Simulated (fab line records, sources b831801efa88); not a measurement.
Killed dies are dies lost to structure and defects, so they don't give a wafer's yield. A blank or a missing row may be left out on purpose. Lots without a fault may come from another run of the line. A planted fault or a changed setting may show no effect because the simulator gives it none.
Which tool did it? | flow gf180mcu | 13 lots, 39 wafers sampled, at 6 steps of a route of 602

WHAT THE GAUGES READ, wafer by wafer
GF_STI_THK_MEAS_24. Usual: STI_CVD_23_THK 650 nm, standard deviation 8.4.
lot  | measured    | on            | STI_CVD_23_THK (nm) | flag
L458 | day 2 13:13 | film_metro-04 | 654 650 653         |
L459 | day 2 16:59 | film_metro-04 | 647 647 644         |
L461 | day 3 04:24 | film_metro-04 | 651 644 655         |
L462 | day 3 06:50 | film_metro-02 | 657 652 644         |
L464 | day 3 20:36 | film_metro-01 | 650 644 644         |
L465 | day 3 21:44 | film_metro-01 | 657 664 667         |
L466 | day 4 03:40 | film_metro-01 | 648 645 648         |
L467 | day 4 07:25 | film_metro-02 | 658 660 648         |
L468 | day 4 15:05 | film_metro-01 | 637 660 645         |
L470 | day 4 22:56 | film_metro-01 | 647 645 652         |
L473 | day 5 14:59 | film_metro-01 | 659 645 646         |
L479 | day 6 20:52 | film_metro-02 | 646 666 651         |
L480 | day 7 02:02 | film_metro-02 | 656 642 654         |

GF_MVSD_TW_MEAS_11. Usual: MVSD_TW 1589, standard deviation 17.
lot  | measured     | on            | MVSD_TW        | flag
L458 | day 5 01:43  | film_metro-03 | 1611 1616 1612 |
L459 | day 5 01:51  | film_metro-03 | 1603 1625 1614 |
L461 | day 5 13:45  | film_metro-03 | 1610 1610 1603 |
L462 | day 5 18:40  | film_metro-04 | 1566 1584 1571 |
L464 | day 6 08:18  | film_metro-03 | 1597 1607 1602 |
L465 | day 6 10:42  | film_metro-02 | 1580 1579 1586 |
L466 | day 6 18:12  | film_metro-03 | 1605 1601 1596 |
L467 | day 6 20:09  | film_metro-04 | 1586 1586 1572 |
L468 | day 7 04:14  | film_metro-04 | 1576 1577 1573 |
L470 | day 7 13:56  | film_metro-04 | 1571 1573 1571 |
L473 | day 8 08:52  | film_metro-04 | 1571 1571 1581 |
L479 | day 9 16:37  | film_metro-03 | 1605 1611 1614 |
L480 | day 10 00:12 | film_metro-03 | 1595 1597 1592 |

GF_VT_IMPLANT_OVL_MEAS_18. Usual: VT_IMPLANT_01_OVL 0.0 nm, standard deviation 1.2.
lot  | measured     | on         | VT_IMPLANT_01_OVL (nm) | flag
L458 | day 6 22:35  | overlay-02 | -1.2 -0.8 -0.7         |
L459 | day 6 22:43  | overlay-02 | -1.7 0.8 0.4           |
L461 | day 7 11:20  | overlay-01 | -0.2 0.2 -0.3          |
L462 | day 7 16:44  | overlay-02 | -0.9 0.9 -2.2          |
L464 | day 8 08:14  | overlay-01 | 0.4 1.7 -0.9           |
L465 | day 8 10:34  | overlay-01 | -0.2 -1.9 0.4          |
L466 | day 8 17:49  | overlay-01 | 0.9 0.3 0.8            |
L467 | day 8 19:40  | overlay-01 | 0.5 -0.7 0.5           |
L468 | day 9 05:05  | overlay-01 | -1.2 0.2 -1.5          |
L470 | day 9 15:50  | overlay-01 | - - -                  | OFF
L473 | day 10 12:31 | overlay-02 | 1.5 -0.7 -0.4          |
L479 | day 12 00:14 | overlay-02 | 1.0 1.8 0.6            |
L480 | day 12 05:23 | overlay-01 | -1.3 -1.8 0.6          |

GF_VT_IMPLANT_TW_MEAS_21. Usual: VT_IMPLANT_2_TW 1214, standard deviation 17.
lot  | measured     | on            | VT_IMPLANT_2_TW | flag
L458 | day 6 22:53  | film_metro-03 | 1234 1233 1234  |
L459 | day 6 23:00  | film_metro-03 | 1226 1229 1228  |
L461 | day 7 11:37  | film_metro-03 | 1234 1235 1235  |
L462 | day 7 17:02  | film_metro-01 | 1204 1201 1208  |
L464 | day 8 08:31  | film_metro-03 | 1240 1233 1237  |
L465 | day 8 10:51  | film_metro-03 | 1227 1235 1228  |
L466 | day 8 18:06  | film_metro-01 | 1187 1189 1186  |
L467 | day 8 19:57  | film_metro-01 | 1189 1186 1180  |
L468 | day 9 05:23  | film_metro-02 | 1219 1224 1212  |
L470 | day 9 16:08  | film_metro-03 | 31 31 31        | OFF
L473 | day 10 12:49 | film_metro-01 | 1197 1199 1196  |
L479 | day 12 00:32 | film_metro-01 | 1205 1215 1217  |
L480 | day 12 05:41 | film_metro-03 | 1229 1235 1233  |

WHICH TOOL RAN EACH LOT (tool, then ch and the chambers of the sampled wafers, then the start)
lot  | GF_VT_IMPLANT_STRIP_09               | GF_VT_IMPLANT_EXPOSE_15
L458 | plasma_asher-03 ch 0,1, day 6 07:30  | iline_stepper-02 ch 0, day 6 15:04
L459 | plasma_asher-01 ch 0,1, day 6 07:42  | iline_stepper-01 ch 0, day 6 15:20
L461 | plasma_asher-03 ch 0,1, day 6 19:57  | iline_stepper-02 ch 0, day 7 03:44
L462 | plasma_asher-03 ch 0,1, day 7 00:53  | iline_stepper-01 ch 0, day 7 09:20
L464 | plasma_asher-03 ch 0,1, day 7 16:01  | iline_stepper-01 ch 0, day 8 00:04
L465 | plasma_asher-03 ch 0,1, day 7 18:30  | iline_stepper-02 ch 0, day 8 02:14
L466 | plasma_asher-01 ch 0,1, day 8 01:49  | iline_stepper-02 ch 0, day 8 09:46
L467 | plasma_asher-01 ch 0,1, day 8 03:12  | iline_stepper-01 ch 0, day 8 12:22
L468 | plasma_asher-04 ch 0,1, day 8 12:45  | iline_stepper-02 ch 0, day 8 20:48
L470 | plasma_asher-01 ch 0,1, day 8 22:23  | iline_stepper-02 ch 0, day 9 07:30
L473 | plasma_asher-01 ch 0,1, day 9 18:52  | iline_stepper-02 ch 0, day 10 03:51
L479 | plasma_asher-01 ch 1, day 11 05:12   | iline_stepper-01 ch 0, day 11 15:07
L480 | plasma_asher-01 ch 0,1, day 11 11:30 | iline_stepper-01 ch 0, day 11 20:27
- GF_VT_IMPLANT_STRIP_09: strips in O2/N2.
- GF_VT_IMPLANT_EXPOSE_15: exposes mask Nwell LV AREA, target cd 860 nm.

WHAT THE TOOLS THEMSELVES READ (means of the sampled wafers that have a number; where no wafer has one, the mark that the record gives instead)
GF_VT_IMPLANT_STRIP_09. Usual: drypump_motor_current_A 5.6 A, standard deviation 0.49; heater_power_w 327 W, standard deviation 44; oes_product_au 0.716 a.u., standard deviation 0.0046; strip_time_to_endpoint_s 12.64 s, standard deviation 0.032.
lot  | tool            | drypump_motor_current_A (A) | heater_power_w (W) | oes_product_au (a.u.) | strip_time_to_endpoint_s (s) | flag
L458 | plasma_asher-03 | 5.5                         | 365                | 0.717                 | 12.68                        |
L459 | plasma_asher-01 | 5.3                         | 300                | 0.718                 | 12.61                        |
L461 | plasma_asher-03 | 5.7                         | 341                | 0.720                 | 12.67                        |
L462 | plasma_asher-03 | 5.4                         | 366                | 0.713                 | 12.61                        |
L464 | plasma_asher-03 | 5.4                         | 371                | 0.715                 | 12.58                        |
L465 | plasma_asher-03 | 5.5                         | 372                | 0.716                 | 12.64                        |
L466 | plasma_asher-01 | 5.3                         | 302                | 0.716                 | 12.63                        |
L467 | plasma_asher-01 | 5.3                         | 300                | 0.721                 | 12.59                        |
L468 | plasma_asher-04 | 6.1                         | 311                | 0.721                 | 12.64                        |
L470 | plasma_asher-01 | 5.6                         | 307                | 0.722                 | 12.63                        |
L473 | plasma_asher-01 | 5.6                         | 307                | 0.715                 | 12.67                        |
L479 | plasma_asher-01 | 5.1                         | 299                | 0.713                 | 12.65                        |
L480 | plasma_asher-01 | 5.6                         | 303                | 0.715                 | 12.65                        |

THE ANSWER, worked out from the rows above alone
Rule: a lot is off if the mean of its wafers that have a number lies more than 3 standard deviations from the usual mean. A lot without any number at a reading at which 4 lots or more have one is off too. The other lots that the step has rows for count as sound. The gauges are gone through in route order, then the tools' own readings, and for those a lot's mean is taken as printed above. The first step at which some lot is off is used, and at that step the reading that is off furthest; a lot without a number counts as furthest.
Off: L470, at GF_VT_IMPLANT_OVL_MEAS_18 (VT_IMPLANT_01_OVL). Without a number there: L470.
A tool fits if, at a process step before that reading, it ran every lot that is off, and no sound lot after the first of them. The gauges at GF_VT_IMPLANT_OVL_MEAS_18 aren't tried: what is off there is off at GF_VT_IMPLANT_TW_MEAS_21 too, on other tools, and a gauge's error can't cause that. None of those tried fits.

WHAT THE SIMULATOR HAD PUT IN
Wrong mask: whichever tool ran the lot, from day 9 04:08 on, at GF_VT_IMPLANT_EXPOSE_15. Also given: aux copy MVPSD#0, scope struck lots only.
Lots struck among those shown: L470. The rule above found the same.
